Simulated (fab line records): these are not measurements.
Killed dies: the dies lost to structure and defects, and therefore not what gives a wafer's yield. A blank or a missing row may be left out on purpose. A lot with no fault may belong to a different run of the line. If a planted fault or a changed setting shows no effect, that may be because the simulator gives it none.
Chamber matching :: flow gf180mcu :: GF_V2_CVD_02 on pecvd-03 has 3 sister chambers
The step deposits SiO2 from TEOS, target thk 850 nm, time 94.851 s. 6 wafers are shown with their chamber, then 10 later ones without.

## WAFERS PAIRED WITH THEIR CHAMBERS
wafer: L084.1
chamber: 0
heater power w (W): 713

wafer: L084.6
chamber: 2
heater power w (W): 621

wafer: L088.4
chamber: 2
heater power w (W): 604

wafer: L088.6
chamber: 1
heater power w (W): 671

wafer: L092.1
chamber: 1
heater power w (W): 758

wafer: L092.2
chamber: 0
heater power w (W): 667

## WAFERS WITH NO CHAMBER GIVEN
wafer: L092.3
heater power w (W): 612

wafer: L092.4
heater power w (W): 685

wafer: L092.5
heater power w (W): 731

wafer: L092.6
heater power w (W): 611

wafer: L094.1
heater power w (W): 773

wafer: L094.2
heater power w (W): 651

wafer: L094.3
heater power w (W): 703

wafer: L095.2
heater power w (W): 702

wafer: L095.4
heater power w (W): 719

wafer: L095.6
heater power w (W): 736

## EACH ONE'S CHAMBER
wafer: L092.3
from the rows above: can't be placed: 2 or 0
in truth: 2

wafer: L092.4
from the rows above: can't be placed: 0 or 1 or 2
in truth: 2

wafer: L092.5
from the rows above: can't be placed: 1 or 0
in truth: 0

wafer: L092.6
from the rows above: can't be placed: 2 or 0
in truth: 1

wafer: L094.1
from the rows above: can't be placed: 1 or 0
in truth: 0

wafer: L094.2
from the rows above: can't be placed: 2 or 0 or 1
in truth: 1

wafer: L094.3
from the rows above: can't be placed: 1 or 0 or 2
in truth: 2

wafer: L095.2
from the rows above: can't be placed: 0 or 1 or 2
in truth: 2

wafer: L095.4
from the rows above: can't be placed: 1 or 0
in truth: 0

wafer: L095.6
from the rows above: can't be placed: 1 or 0
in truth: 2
Correct placement for 0 of the 10. These rows do not allow placing 10 (true chamber among the candidates in 8). 0 placed wrongly.
How it was worked out, from the rows above alone: a wafer's distance from a chamber is the root of the sum, over the readings, of the square of ((its reading less the chamber's mean) divided by the reading's scatter). If the next closest chamber is less than 2 further off than the closest, the wafer can't be placed; otherwise it belongs to the closest. For every chamber, the mean is computed from those of its wafers that are shown. The scatter: take each reading less its chamber's mean, square it, sum over the shown wafers, divide by the number of wafers less the number of chambers, and take the root.
